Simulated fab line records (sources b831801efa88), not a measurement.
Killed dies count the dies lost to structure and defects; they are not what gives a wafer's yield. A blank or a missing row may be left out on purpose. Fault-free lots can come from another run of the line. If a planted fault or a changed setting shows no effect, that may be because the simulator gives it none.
fab line records -- flow sky130
record: lots: 24, wafers: 72, last-day: 50
route steps=708 shown FIELD_ISO@3 POLY_GATE@218 VIA1@479 METAL3@566
lots untouched by any fault: they come from a run of this same line in which no faults occurred
start-h: hours from the record's first day to the start of the lot's first wafer shown -- wait-h: hours from the lot's prior step to this one -- " repeats the value in the row above -- L1.1+2: several wafers, shown together as one row -- - no value, or no start was given -- * or withheld: withheld -- < > ~ a bound
route shown NAME@n: NAME is a module with steps in the file, n the number in the route of the first one -- usual: mean/standard deviation of fault-free wafers -- same: alike in all rows -- chamber/n: place in a boat -- sites: the reading at each site -- _std_site: the standard deviation of these -- _edge_site: outer sites' mean less inner sites' -- radius-mm: how far each site lies from the wafer's centre -- mask NAME#n: copy n -- behind: tool/chamber where the wafer was last shaped -- hold: reason for holding the lot/hours on hold/outcome of the hold -- device: the transistor (n, p or np) that didn't switch -- end of line: the route-end tests of the same wafers -- where a step has no rows: the recipe by itself -- killed: at the first sort, the dies lost to defects and structure; wafer yield is something else -- map: dies across one wafer; x = killed, . = not, _ = none there
set.NAME: the setting as run; set.NAME@STEP: as run at that earlier step -- model.NAME: the simulator's own value behind a step, which no gauge read
steps of the route over a sample of lots; a table a step, a row a wafer
services: the hour from which a tool's chamber was out of use, counted from the record's first day as start-h (under 0 if before that day), plus the number of hours and why
== steps ==
step: SKY_FIELD_ISO_THK_MEAS_02
recipe: reads: SiO2_of_FIELD_ISO_OXIDATION_01
usual: FIELD_ISO_OXIDATION_00_THK: 12.07/0.22
lot.wafer,tool,chamber,start-h,wait-h,FIELD_ISO_OXIDATION_00_THK[nm]
L074.3,film-metro-02,-,12.74,0.0,12.18
L074.5,film-metro-02,-,12.74,0.0,12.25
L074.6,film-metro-02,-,12.74,0.0,11.89
L075.1,film-metro-01,-,18.62,0.0,12.28
L075.3,film-metro-01,-,18.62,0.0,12.27
L075.5,film-metro-01,-,18.62,0.0,12.24
L076.1,film-metro-02,-,22.28,0.0,12.15
L076.4,film-metro-02,-,22.28,0.0,12.15
L076.5,film-metro-02,-,22.28,0.0,12.06
L077.2,film-metro-01,-,27.98,0.0,11.87
L077.5,film-metro-01,-,27.98,0.0,12.02
L077.6,film-metro-01,-,27.98,0.0,12.02
L078.3,film-metro-01,-,31.65,0.0,11.92
L078.5,film-metro-01,-,31.65,0.0,11.95
L078.6,film-metro-01,-,31.65,0.0,12.06
L079.2,film-metro-01,-,36.64,0.0,11.91
L079.4,film-metro-01,-,36.64,0.0,11.93
L079.6,film-metro-01,-,36.64,0.0,11.88
L080.3,film-metro-02,-,41.96,0.0,12.16
L080.4,film-metro-02,-,41.96,0.0,11.90
L080.6,film-metro-02,-,41.96,0.0,11.99
L081.2,film-metro-01,-,46.64,0.0,12.19
L081.3,film-metro-01,-,46.64,0.0,11.92
L081.6,film-metro-01,-,46.64,0.0,12.14
L082.1,film-metro-02,-,53.41,0.0,12.10
L082.5,film-metro-02,-,53.41,0.0,12.06
L082.6,film-metro-02,-,53.41,0.0,11.96
L083.1,film-metro-01,-,56.85,0.0,11.82
L083.2,film-metro-01,-,56.85,0.0,12.02
L083.4,film-metro-01,-,56.85,0.0,12.01
L084.2,film-metro-02,-,62.58,0.0,12.19
L084.4,film-metro-02,-,62.58,0.0,11.86
L084.5,film-metro-02,-,62.58,0.0,11.90
L085.2,film-metro-04,-,66.87,0.0,11.88
L085.3,film-metro-04,-,66.87,0.0,11.93
L085.4,film-metro-04,-,66.87,0.0,11.71
L086.4,film-metro-02,-,73.62,0.0,11.90
L086.5,film-metro-02,-,73.62,0.0,11.90
L086.6,film-metro-02,-,73.62,0.0,11.75
L087.2,film-metro-01,-,78.13,0.0,12.26
L087.4,film-metro-01,-,78.13,0.0,12.13
L087.6,film-metro-01,-,78.13,0.0,12.31
L088.2,film-metro-04,-,82.45,0.0,12.09
L088.3,film-metro-04,-,82.45,0.0,11.99
L088.5,film-metro-04,-,82.45,0.0,12.15
L089.1,film-metro-04,-,86.63,0.0,12.29
L089.4,film-metro-04,-,86.63,0.0,12.11
L089.5,film-metro-04,-,86.63,0.0,12.16
L090.1,film-metro-02,-,92.68,0.0,12.20
L090.2,film-metro-02,-,92.68,0.0,12.24
L090.4,film-metro-02,-,92.68,0.0,12.20
L091.1,film-metro-02,-,98.02,0.0,12.04
L091.3,film-metro-02,-,98.02,0.0,11.99
L091.4,film-metro-02,-,98.02,0.0,12.21
L092.2,film-metro-04,-,105.23,0.0,11.77
L092.4,film-metro-04,-,105.23,0.0,11.83
L092.5,film-metro-04,-,105.23,0.0,11.55
L093.2,film-metro-01,-,109.49,0.0,11.70
L093.5,film-metro-01,-,109.49,0.0,12.03
L093.6,film-metro-01,-,109.49,0.0,12.03
L094.4,film-metro-02,-,112.97,0.0,12.52
L094.5,film-metro-02,-,112.97,0.0,12.40
L094.6,film-metro-02,-,112.97,0.0,12.57
L095.1,film-metro-04,-,116.97,0.0,11.90
L095.2,film-metro-04,-,116.97,0.0,11.83
L095.5,film-metro-04,-,116.97,0.0,11.96
L096.1,film-metro-04,-,122.85,0.0,12.66
L096.5,film-metro-04,-,122.85,0.0,12.76
L096.6,film-metro-04,-,122.85,0.0,12.41
L097.1,film-metro-04,-,126.63,0.0,11.90
L097.4,film-metro-04,-,126.63,0.0,11.79
L097.6,film-metro-04,-,126.63,0.0,11.66
step: SKY_FIELD_ISO_CD_MEAS_13
recipe: target-cd-nm: 150
usual: cd-nm: 150.4/1.3
lot.wafer,tool,chamber,start-h,wait-h,cd-nm
L074.3,cd-sem-02,-,28.92,-,152.1
L074.5,cd-sem-02,-,28.92,-,152.1
L074.6,cd-sem-02,-,28.92,-,150.3
L075.1,cd-sem-01,-,34.50,-,152.0
L075.3,cd-sem-01,-,34.50,-,151.2
L075.5,cd-sem-01,-,34.50,-,151.9
L076.1,cd-sem-01,-,39.68,-,150.8
L076.4,cd-sem-01,-,39.68,-,149.6
L076.5,cd-sem-01,-,39.68,-,149.5
L077.2,cd-sem-01,-,44.85,-,149.0
L077.5,cd-sem-01,-,44.85,-,148.8
L077.6,cd-sem-01,-,44.85,-,149.3
L078.3,cd-sem-02,-,52.37,-,151.7
L078.5,cd-sem-02,-,52.37,-,150.5
L078.6,cd-sem-02,-,52.37,-,150.5
L079.2,cd-sem-02,-,54.91,-,150.0
L079.4,cd-sem-02,-,54.91,-,149.9
L079.6,cd-sem-02,-,54.91,-,150.4
L080.3,cd-sem-01,-,59.62,-,152.5
L080.4,cd-sem-01,-,59.62,-,150.9
L080.6,cd-sem-01,-,59.62,-,152.8
L081.2,cd-sem-01,-,66.25,-,151.4
L081.3,cd-sem-01,-,66.25,-,152.2
L081.6,cd-sem-01,-,66.25,-,150.4
L082.1,cd-sem-02,-,71.30,-,151.9
L082.5,cd-sem-02,-,71.30,-,151.0
L082.6,cd-sem-02,-,71.30,-,150.2
L083.1,cd-sem-02,-,75.58,-,150.3
L083.2,cd-sem-02,-,75.58,-,149.9
L083.4,cd-sem-02,-,75.58,-,150.9
L084.2,cd-sem-01,-,81.12,-,152.9
L084.4,cd-sem-01,-,81.12,-,151.4
L084.5,cd-sem-01,-,81.12,-,152.5
L085.2,cd-sem-01,-,86.59,-,150.3
L085.3,cd-sem-01,-,86.59,-,150.5
L085.4,cd-sem-01,-,86.59,-,150.7
L086.4,cd-sem-01,-,93.24,-,150.3
L086.5,cd-sem-01,-,93.24,-,150.5
L086.6,cd-sem-01,-,93.24,-,151.7
L087.2,cd-sem-01,-,98.02,-,151.1
L087.4,cd-sem-01,-,98.02,-,148.6
L087.6,cd-sem-01,-,98.02,-,151.6
L088.2,cd-sem-02,-,104.19,-,148.8
L088.3,cd-sem-02,-,104.19,-,149.1
L088.5,cd-sem-02,-,104.19,-,150.0
L089.1,cd-sem-01,-,106.05,-,149.6
L089.4,cd-sem-01,-,106.05,-,148.5
L089.5,cd-sem-01,-,106.05,-,149.8
L090.1,cd-sem-02,-,112.13,-,148.1
L090.2,cd-sem-02,-,112.13,-,148.2
L090.4,cd-sem-02,-,112.13,-,148.6
L091.1,cd-sem-01,-,117.25,-,149.9
L091.3,cd-sem-01,-,117.25,-,152.8
L091.4,cd-sem-01,-,117.25,-,152.0
L092.2,cd-sem-01,-,126.30,-,148.6
L092.4,cd-sem-01,-,126.30,-,149.4
L092.5,cd-sem-01,-,126.30,-,149.5
L093.2,cd-sem-01,-,130.72,-,150.8
L093.5,cd-sem-01,-,130.72,-,151.1
L093.6,cd-sem-01,-,130.72,-,151.4
L094.4,cd-sem-01,-,133.38,-,149.9
L094.5,cd-sem-01,-,133.38,-,150.6
L094.6,cd-sem-01,-,133.38,-,149.7
L095.1,cd-sem-01,-,137.90,-,150.1
L095.2,cd-sem-01,-,137.90,-,149.9
L095.5,cd-sem-01,-,137.90,-,150.3
L096.1,cd-sem-02,-,143.83,-,148.7
L096.5,cd-sem-02,-,143.83,-,148.2
L096.6,cd-sem-02,-,143.83,-,149.9
L097.1,cd-sem-02,-,147.65,-,150.1
L097.4,cd-sem-02,-,147.65,-,149.1
L097.6,cd-sem-02,-,147.65,-,148.9
step: SKY_FIELD_ISO_CMP_27
recipe: stop-on: Si3N4, t-overpolish-s: 16, down-force-psi: 4, platen-rpm: 60, target-thk-nm: 457.8, pad-velocity-m-s: 0.94248
usual: motor-current-A: 12.2/1, overpolish-run-s: 16.002/0.0095, time-to-endpoint-s: 114/4.8
same: t-overpolish-s: 16
lot.wafer,tool,chamber,start-h,wait-h,motor-current-A,overpolish-run-s,time-to-endpoint-s
L074.3,cmp-01,1,33.13,0.0,12.9,16.000,120
L074.5,cmp-01,1,33.13,0.0,12.2,16.001,119
L074.6,cmp-01,2,33.13,0.0,10.9,15.983,113
L075.3,cmp-01,1,38.31,0.0,12.9,16.000,123
L075.1,cmp-01,3,38.31,0.0,12.4,16.022,114
L075.5,cmp-01,2,38.31,0.0,10.7,16.000,112
L076.1,cmp-02,0,44.53,0.1,11.9,16.012,113
L076.4,cmp-02,1,44.53,0.1,13.0,15.999,116
L076.5,cmp-02,0,44.53,0.1,11.6,15.996,118
L077.2,cmp-01,1,50.65,0.0,12.7,15.994,120
L077.6,cmp-01,1,50.65,0.0,12.4,15.996,118
L077.5,cmp-01,2,50.65,0.0,9.9,16.012,116
L078.3,cmp-02,3,58.78,0.1,11.5,16.002,107
L078.5,cmp-02,1,58.78,0.1,14.0,15.993,110
L078.6,cmp-02,2,58.78,0.1,13.6,15.996,111
L079.4,cmp-01,3,61.06,0.0,12.6,15.977,113
L079.2,cmp-01,1,61.06,0.0,12.5,16.007,115
L079.6,cmp-01,3,61.06,0.0,12.9,16.004,113
L080.4,cmp-01,0,65.64,0.0,11.6,15.996,110
L080.3,cmp-01,1,65.64,0.0,12.6,16.015,116
L080.6,cmp-01,1,65.64,0.0,12.4,15.995,118
L081.2,cmp-02,3,72.13,0.1,11.7,16.014,112
L081.3,cmp-02,1,72.13,0.1,13.7,16.008,110
L081.6,cmp-02,2,72.13,0.1,12.7,15.997,114
L082.1,cmp-02,1,77.76,0.1,13.5,16.005,115
L082.5,cmp-02,2,77.76,0.1,13.0,15.998,119
L082.6,cmp-02,3,77.76,0.1,12.0,16.007,116
L083.1,cmp-01,2,81.54,0.0,10.5,16.002,113
L083.2,cmp-01,3,81.54,0.0,12.1,15.983,116
L083.4,cmp-01,1,81.54,0.0,13.4,15.996,114
L084.2,cmp-02,0,84.76,0.1,11.9,16.023,114
L084.4,cmp-02,1,84.76,0.1,13.5,15.997,111
L084.5,cmp-02,2,84.76,0.1,12.1,15.997,114
L085.4,cmp-02,0,90.66,0.0,10.8,15.999,110
L085.3,cmp-02,1,90.66,0.0,13.5,16.004,110
L085.2,cmp-02,3,90.66,0.0,11.9,16.006,107
L086.4,cmp-02,2,99.57,0.1,13.9,16.014,107
L086.6,cmp-02,1,99.57,0.1,13.4,16.016,112
L086.5,cmp-02,2,99.57,0.1,13.4,15.999,115
L087.2,cmp-02,3,108.07,0.1,12.0,15.979,106
L087.4,cmp-02,0,108.07,0.1,11.2,15.992,112
L087.6,cmp-02,2,108.07,0.1,12.5,15.998,113
L088.2,cmp-01,1,111.03,0.1,13.1,16.017,119
L088.3,cmp-01,2,111.03,0.1,10.6,16.008,117
L088.5,cmp-01,1,111.03,0.1,13.0,15.989,120
L089.4,cmp-02,1,111.03,0.1,13.7,15.990,101
L089.1,cmp-02,2,111.03,0.1,12.9,16.012,112
L089.5,cmp-02,1,111.03,0.1,14.3,15.998,110
L090.4,cmp-02,3,118.47,0.0,11.9,15.988,102
L090.1,cmp-02,0,118.47,0.0,11.7,16.006,108
L090.2,cmp-02,2,118.47,0.0,12.5,16.014,108
L091.3,cmp-01,1,121.34,0.0,12.6,16.003,124
L091.1,cmp-01,3,121.34,0.0,12.9,15.985,123
L091.4,cmp-01,0,121.34,0.0,11.6,16.013,116
L092.2,cmp-01,0,129.80,0.0,11.6,15.997,118
L092.4,cmp-01,1,129.80,0.0,12.3,16.005,124
L092.5,cmp-01,0,129.80,0.0,11.0,16.004,116
L093.2,cmp-01,1,135.05,0.1,12.5,16.008,123
L093.5,cmp-01,3,135.05,0.1,12.6,16.015,117
L093.6,cmp-01,0,135.05,0.1,11.3,15.999,114
L094.4,cmp-01,3,136.85,0.0,12.3,15.989,120
L094.6,cmp-01,3,136.85,0.0,13.3,16.006,121
L094.5,cmp-01,0,136.85,0.0,10.7,15.990,120
L095.2,cmp-02,0,143.63,0.0,11.4,16.020,117
L095.1,cmp-02,2,143.63,0.0,12.7,16.023,117
L095.5,cmp-02,1,143.63,0.0,13.9,15.993,113
L096.1,cmp-01,1,147.58,0.1,12.8,15.994,121
L096.6,cmp-01,2,147.58,0.1,10.7,16.012,114
L096.5,cmp-01,3,147.58,0.1,12.4,16.006,116
L097.4,cmp-02,2,152.28,0.1,12.9,16.000,115
L097.1,cmp-02,0,152.28,0.1,11.6,16.000,116
L097.6,cmp-02,1,152.28,0.1,13.6,15.993,112
step: SKY_POLY_GATE_THK_MEAS_04
recipe: reads: Si3N4_of_POLY_GATE_CVD_03
usual: POLY_GATE_CVD_03_THK: 74.2/0.57
lot.wafer,tool,chamber,start-h,wait-h,POLY_GATE_CVD_03_THK[nm]
L074.3,film-metro-01,-,337.12,0.0,74.6
L074.5,film-metro-01,-,337.12,0.0,74.7
L074.6,film-metro-01,-,337.12,0.0,75.5
L075.1,film-metro-01,-,345.57,0.0,74.3
L075.3,film-metro-01,-,345.57,0.0,74.0
L075.5,film-metro-01,-,345.57,0.0,73.9
L076.1,film-metro-01,-,355.64,0.0,73.8
L076.4,film-metro-01,-,355.64,0.0,74.3
L076.5,film-metro-01,-,355.64,0.0,74.7
L077.2,film-metro-03,-,370.60,0.0,74.1
L077.5,film-metro-03,-,370.60,0.0,73.7
L077.6,film-metro-03,-,370.60,0.0,73.9
L078.3,film-metro-03,-,380.62,0.0,74.4
L078.5,film-metro-03,-,380.62,0.0,74.1
L078.6,film-metro-03,-,380.62,0.0,74.1
L079.2,film-metro-03,-,384.10,0.0,74.7
L079.4,film-metro-03,-,384.10,0.0,74.6
L079.6,film-metro-03,-,384.10,0.0,74.6
L080.3,film-metro-03,-,394.87,0.0,74.8
L080.4,film-metro-03,-,394.87,0.0,74.9
L080.6,film-metro-03,-,394.87,0.0,74.9
L081.2,film-metro-01,-,406.95,0.0,73.9
L081.3,film-metro-01,-,406.95,0.0,73.9
L081.6,film-metro-01,-,406.95,0.0,73.9
L082.1,film-metro-03,-,411.76,0.0,72.8
L082.5,film-metro-03,-,411.76,0.0,73.3
L082.6,film-metro-03,-,411.76,0.0,73.6
L084.2,film-metro-04,-,425.43,0.0,74.9
L084.4,film-metro-04,-,425.43,0.0,75.4
L084.5,film-metro-04,-,425.43,0.0,75.9
L083.1,film-metro-03,-,426.78,0.0,74.4
L083.2,film-metro-03,-,426.78,0.0,74.5
L083.4,film-metro-03,-,426.78,0.0,74.0
L085.2,film-metro-03,-,437.28,0.0,73.7
L085.3,film-metro-03,-,437.28,0.0,74.3
L085.4,film-metro-03,-,437.28,0.0,73.7
L086.4,film-metro-04,-,460.02,0.0,74.4
L086.5,film-metro-04,-,460.02,0.0,74.8
L086.6,film-metro-04,-,460.02,0.0,75.1
L087.2,film-metro-01,-,465.21,0.0,74.1
L087.4,film-metro-01,-,465.21,0.0,74.8
L087.6,film-metro-01,-,465.21,0.0,74.2
L089.1,film-metro-01,-,474.56,0.0,73.8
L089.4,film-metro-01,-,474.56,0.0,73.6
L089.5,film-metro-01,-,474.56,0.0,73.8
L088.2,film-metro-04,-,476.41,0.0,73.3
L088.3,film-metro-04,-,476.41,0.0,73.2
L088.5,film-metro-04,-,476.41,0.0,73.6
L090.1,film-metro-01,-,484.59,0.0,74.5
L090.2,film-metro-01,-,484.59,0.0,75.0
L090.4,film-metro-01,-,484.59,0.0,75.0
L091.1,film-metro-03,-,487.42,0.0,74.2
L091.3,film-metro-03,-,487.42,0.0,73.5
L091.4,film-metro-03,-,487.42,0.0,73.6
L092.2,film-metro-01,-,502.79,0.0,73.4
L092.4,film-metro-01,-,502.79,0.0,73.6
L092.5,film-metro-01,-,502.79,0.0,73.4
L093.2,film-metro-04,-,505.55,0.0,73.6
L093.5,film-metro-04,-,505.55,0.0,73.3
L093.6,film-metro-04,-,505.55,0.0,73.9
L094.4,film-metro-03,-,518.47,0.0,74.9
L094.5,film-metro-03,-,518.47,0.0,74.8
L094.6,film-metro-03,-,518.47,0.0,74.7
L095.1,film-metro-01,-,521.44,0.0,73.9
L095.2,film-metro-01,-,521.44,0.0,74.3
L095.5,film-metro-01,-,521.44,0.0,73.5
L096.1,film-metro-01,-,533.73,0.0,73.4
L096.5,film-metro-01,-,533.73,0.0,74.4
L096.6,film-metro-01,-,533.73,0.0,73.5
L097.1,film-metro-03,-,535.97,0.0,74.4
L097.4,film-metro-03,-,535.97,0.0,74.7
L097.6,film-metro-03,-,535.97,0.0,74.7
step: SKY_VIA1_CVD_21
recipe: material: W, target-thk-nm: 270, time-s: 80.902, temp-c: 400, pressure-torr: 40
usual: heater-power-outer-w: 512/25, heater-power-w: 828/26
lot.wafer,tool,chamber,start-h,wait-h,heater-power-outer-w,heater-power-w
L074.3,cvd-w-01,1,790.82,0.1,490,806
L074.5,cvd-w-01,1,790.82,0.1,501,814
L074.6,cvd-w-01,0,790.82,0.1,538,871
L075.1,cvd-w-01,1,798.31,0.0,488,840
L075.3,cvd-w-01,0,798.31,0.0,525,850
L075.5,cvd-w-01,1,798.31,0.0,499,823
L076.1,cvd-w-01,1,806.93,0.0,496,827
L076.4,cvd-w-01,0,806.93,0.0,537,834
L076.5,cvd-w-01,0,806.93,0.0,522,833
L077.2,cvd-w-01,1,819.97,0.0,506,828
L077.5,cvd-w-01,0,819.97,0.0,542,860
L077.6,cvd-w-01,1,819.97,0.0,486,803
L078.3,cvd-w-01,0,834.65,0.1,536,861
L078.5,cvd-w-01,0,834.65,0.1,531,841
L078.6,cvd-w-01,1,834.65,0.1,492,838
L079.2,cvd-w-01,0,835.71,0.0,532,858
L079.4,cvd-w-01,0,835.71,0.0,530,852
L079.6,cvd-w-01,1,835.71,0.0,490,800
L080.3,cvd-w-02,1,843.60,0.1,512,840
L080.4,cvd-w-02,0,843.60,0.1,544,862
L080.6,cvd-w-02,0,843.60,0.1,559,866
L081.2,cvd-w-01,1,850.69,0.0,497,806
L081.3,cvd-w-01,0,850.69,0.0,538,849
L081.6,cvd-w-01,1,850.69,0.0,486,829
L082.1,cvd-w-01,0,858.90,0.0,519,850
L082.5,cvd-w-01,1,858.90,0.0,491,823
L082.6,cvd-w-01,0,858.90,0.0,545,852
L083.1,cvd-w-01,1,872.39,0.0,491,797
L083.2,cvd-w-01,0,872.39,0.0,528,870
L083.4,cvd-w-01,1,872.39,0.0,501,807
L084.2,cvd-w-01,1,872.71,0.0,482,821
L084.4,cvd-w-01,0,872.71,0.0,522,851
L084.5,cvd-w-01,1,872.71,0.0,496,843
L085.2,cvd-w-02,1,881.37,0.0,498,830
L085.3,cvd-w-02,0,881.37,0.0,552,854
L085.4,cvd-w-02,1,881.37,0.0,496,820
L086.4,cvd-w-02,0,897.13,0.1,561,859
L086.5,cvd-w-02,1,897.13,0.1,496,821
L086.6,cvd-w-02,0,897.13,0.1,553,855
L087.2,cvd-w-02,0,902.42,0.0,557,856
L087.4,cvd-w-02,0,902.42,0.0,557,854
L087.6,cvd-w-02,1,902.42,0.0,501,863
L089.1,cvd-w-01,0,910.02,0.0,546,876
L089.4,cvd-w-01,0,910.02,0.0,527,846
L089.5,cvd-w-01,1,910.02,0.0,488,828
L088.2,cvd-w-01,1,914.99,0.0,503,811
L088.3,cvd-w-01,0,914.99,0.0,541,845
L088.5,cvd-w-01,0,914.99,0.0,512,863
L090.1,cvd-w-01,1,915.29,0.0,487,825
L090.2,cvd-w-01,0,915.29,0.0,535,842
L090.4,cvd-w-01,0,915.29,0.0,531,852
L091.1,cvd-w-02,0,919.44,0.0,512,799
L091.3,cvd-w-02,1,919.44,0.0,454,789
L091.4,cvd-w-02,0,919.44,0.0,515,772
L092.2,cvd-w-02,0,934.49,0.0,508,784
L092.4,cvd-w-02,0,934.49,0.0,513,820
L092.5,cvd-w-02,0,934.49,0.0,524,779
L093.2,cvd-w-02,1,938.02,0.0,477,819
L093.5,cvd-w-02,1,938.02,0.0,491,782
L093.6,cvd-w-02,0,938.02,0.0,512,814
L094.4,cvd-w-01,1,948.95,0.1,493,842
L094.5,cvd-w-01,1,948.95,0.1,497,831
L094.6,cvd-w-01,0,948.95,0.1,520,849
L095.1,cvd-w-02,0,952.81,0.0,516,801
L095.2,cvd-w-02,1,952.81,0.0,477,790
L095.5,cvd-w-02,0,952.81,0.0,509,795
L096.1,cvd-w-02,1,957.99,0.0,458,786
L096.5,cvd-w-02,0,957.99,0.0,518,788
L096.6,cvd-w-02,1,957.99,0.0,472,795
L097.1,cvd-w-01,0,959.92,0.0,538,842
L097.4,cvd-w-01,0,959.92,0.0,527,845
L097.6,cvd-w-01,1,959.92,0.0,489,818
step: SKY_METAL3_ETCH_16
recipe: chemistry: N2/H2, target: BARC, ion-energy-ev: 200, bias-w: 100, pressure-mtorr: 30, n2-flow-sccm: 100, h2-flow-sccm: 200, icp-w: 500, stop-on: SiO2, time-s: 88.2, target-depth-a: 600
usual: chamber-pressure-mTorr: 30.00/0.031, drypump-motor-current-A: 5.5/0.41, oes-product-au: 0.625/0.0047, throttle-valve-pct: 13.205/0.0088
lot.wafer,tool,chamber,start-h,wait-h,chamber-pressure-mTorr,drypump-motor-current-A,oes-product-au,rf-hours-counter-h,throttle-valve-pct
L074.3,rie-metal-04,0,901.08,0.0,30.00,5.9,0.628,-,13.231
L074.5,rie-metal-04,0,901.08,0.0,30.02,5.9,0.633,-,13.202
L074.6,rie-metal-04,1,901.08,0.0,29.99,5.7,0.625,-,13.208
L075.1,rie-metal-01,1,908.16,0.1,30.00,6.0,0.623,6,13.197
L075.3,rie-metal-01,1,908.16,0.1,29.94,6.0,0.634,-,13.205
L075.5,rie-metal-01,1,908.16,0.1,30.04,6.0,0.619,-,13.200
L076.1,rie-metal-04,1,917.01,0.0,30.03,5.7,0.623,10,13.190
L076.4,rie-metal-04,0,917.01,0.0,29.98,5.9,0.625,-,13.227
L076.5,rie-metal-04,0,917.01,0.0,30.01,5.8,0.624,-,13.197
L077.2,rie-metal-04,0,928.15,0.0,30.04,5.9,0.630,4,13.192
L077.5,rie-metal-04,1,928.15,0.0,29.93,5.6,0.618,-,13.214
L077.6,rie-metal-04,0,928.15,0.0,29.98,5.8,0.625,-,13.196
L078.3,rie-metal-04,1,940.63,0.0,29.96,5.7,0.622,-,13.200
L078.5,rie-metal-04,1,940.63,0.0,29.99,5.7,0.623,-,13.192
L078.6,rie-metal-04,0,940.63,0.0,29.99,5.9,0.628,-,13.214
L079.2,rie-metal-01,1,942.75,0.0,29.96,6.0,0.627,9,13.195
L079.4,rie-metal-01,0,942.75,0.0,30.03,5.1,0.618,-,13.192
L079.6,rie-metal-01,0,942.75,0.0,30.04,5.1,0.624,-,13.197
L080.3,rie-metal-02,0,950.28,0.0,29.99,5.6,0.626,-,13.211
L080.4,rie-metal-02,1,950.28,0.0,30.02,4.8,0.627,-,13.213
L080.6,rie-metal-02,1,950.28,0.0,30.02,4.8,0.627,-,13.206
L081.2,rie-metal-04,1,957.10,0.0,30.01,5.7,0.630,11,13.204
L081.3,rie-metal-04,1,957.10,0.0,29.98,5.7,0.622,-,13.188
L081.6,rie-metal-04,0,957.10,0.0,29.99,5.9,0.629,-,13.186
L082.1,rie-metal-02,1,964.70,0.0,30.02,4.8,0.629,5,13.201
L082.5,rie-metal-02,1,964.70,0.0,30.02,4.8,0.625,-,13.197
L082.6,rie-metal-02,0,964.70,0.0,29.99,5.5,0.628,-,13.195
L083.1,rie-metal-02,0,978.65,0.0,30.01,5.5,0.621,18,13.212
L083.2,rie-metal-02,1,978.65,0.0,29.95,4.8,0.628,6,13.208
L083.4,rie-metal-02,0,978.65,0.0,30.02,5.5,0.634,-,13.191
L084.2,rie-metal-01,1,978.66,0.0,29.99,6.0,0.631,11,13.198
L084.4,rie-metal-01,0,978.66,0.0,29.96,5.1,0.619,-,13.194
L084.5,rie-metal-01,1,978.66,0.0,30.01,6.0,0.630,-,13.203
L085.2,rie-metal-04,0,985.16,0.0,29.98,5.9,0.627,7,13.210
L085.3,rie-metal-04,1,985.16,0.0,29.95,5.7,0.621,-,13.209
L085.4,rie-metal-04,0,985.16,0.0,30.05,5.9,0.628,-,13.197
L086.4,rie-metal-01,0,999.09,0.1,29.96,5.1,0.623,-,13.215
L086.5,rie-metal-01,0,999.09,0.1,29.99,5.2,0.623,-,13.210
L086.6,rie-metal-01,1,999.09,0.1,29.98,6.0,0.634,-,13.213
L087.2,rie-metal-04,0,1005.46,0.0,30.02,5.9,0.627,8,13.206
L087.4,rie-metal-04,0,1005.46,0.0,29.99,5.9,0.629,-,13.201
L087.6,rie-metal-04,0,1005.46,0.0,30.01,5.9,0.632,-,13.208
L089.1,rie-metal-01,1,1011.63,0.0,30.03,6.0,0.627,13,13.210
L089.4,rie-metal-01,1,1011.63,0.0,30.00,6.0,0.627,-,13.211
L089.5,rie-metal-01,0,1011.63,0.0,29.99,5.1,0.623,-,13.197
L088.2,rie-metal-02,1,1015.41,0.0,29.98,4.8,0.624,8,13.192
L088.3,rie-metal-02,0,1015.41,0.0,30.18,5.6,0.624,-,13.204
L088.5,rie-metal-02,0,1015.41,0.0,29.95,5.6,0.619,-,13.208
L090.1,rie-metal-02,0,1016.08,0.0,30.00,5.6,0.621,20,13.215
L090.2,rie-metal-02,1,1016.08,0.0,29.99,4.8,0.621,8,13.207
L090.4,rie-metal-02,1,1016.08,0.0,30.00,4.8,0.627,-,13.218
L091.1,rie-metal-01,0,1020.26,0.0,30.04,5.1,0.638,6,13.193
L091.3,rie-metal-01,1,1020.26,0.0,29.98,6.0,0.619,-,13.219
L091.4,rie-metal-01,0,1020.26,0.0,30.02,5.1,0.619,-,13.207
L092.2,rie-metal-01,1,1033.45,0.0,30.00,6.0,0.625,14,13.193
L092.4,rie-metal-01,1,1033.45,0.0,30.02,6.0,0.623,-,13.195
L092.5,rie-metal-01,0,1033.45,0.0,29.98,5.1,0.612,-,13.206
L093.2,rie-metal-01,0,1037.55,0.0,29.96,5.1,0.625,7,13.199
L093.5,rie-metal-01,1,1037.55,0.0,30.02,6.0,0.631,-,13.221
L093.6,rie-metal-01,0,1037.55,0.0,29.99,5.1,0.621,-,13.210
L094.4,rie-metal-02,0,1047.14,0.0,30.01,5.6,0.622,-,13.194
L094.5,rie-metal-02,1,1047.14,0.0,29.96,4.8,0.638,-,13.203
L094.6,rie-metal-02,0,1047.14,0.0,29.98,5.6,0.627,-,13.191
L095.1,rie-metal-01,0,1052.25,0.0,30.06,5.1,0.622,8,13.224
L095.2,rie-metal-01,1,1052.25,0.0,30.02,6.0,0.625,15,13.207
L095.5,rie-metal-01,1,1052.25,0.0,29.96,6.0,0.623,-,13.204
L096.1,rie-metal-04,0,1057.08,0.0,30.02,5.9,0.624,12,13.208
L096.5,rie-metal-04,0,1057.08,0.0,30.05,5.9,0.623,-,13.199
L096.6,rie-metal-04,1,1057.08,0.0,29.99,5.6,0.618,-,13.206
L097.1,rie-metal-02,1,1057.43,0.0,29.96,4.8,0.627,11,13.221
L097.4,rie-metal-02,1,1057.43,0.0,30.02,4.8,0.621,-,13.209
L097.6,rie-metal-02,1,1057.43,0.0,30.03,4.8,0.631,-,13.201
== services ==
tool,chamber,start-h,hours,kind
cmp-02,-,10.55,5.3,pm
cmp-01,-,23.02,3.6,repair
cvd-w-01,-,30.50,1.5,repair
cmp-02,-,40.01,1.2,repair
cmp-02,-,63.19,4.3,pm
cmp-02,-,67.47,4.0,pm
cmp-01,-,140.26,4.1,repair
cmp-01,-,162.82,5.0,pm
cvd-w-01,-,188.19,14.6,pm
cmp-02,-,219.41,1.1,repair
cmp-01,-,232.00,4.0,pm
cmp-02,-,247.34,0.9,repair
cvd-w-01,-,252.85,0.5,repair
cmp-02,-,254.72,0.8,repair
cmp-01,-,257.92,0.5,repair
cvd-w-01,-,265.53,2.8,pm
cmp-02,-,271.99,1.0,repair
cvd-w-01,-,390.00,14.0,pm
cvd-w-01,0,406.81,6.0,repair
cvd-w-01,-,492.96,1.5,repair
cvd-w-01,-,524.14,4.3,pm
cvd-w-01,-,528.47,28.1,pm
cvd-w-01,1,687.25,18.7,repair
cvd-w-01,0,716.98,2.7,repair
== key ==
fault none
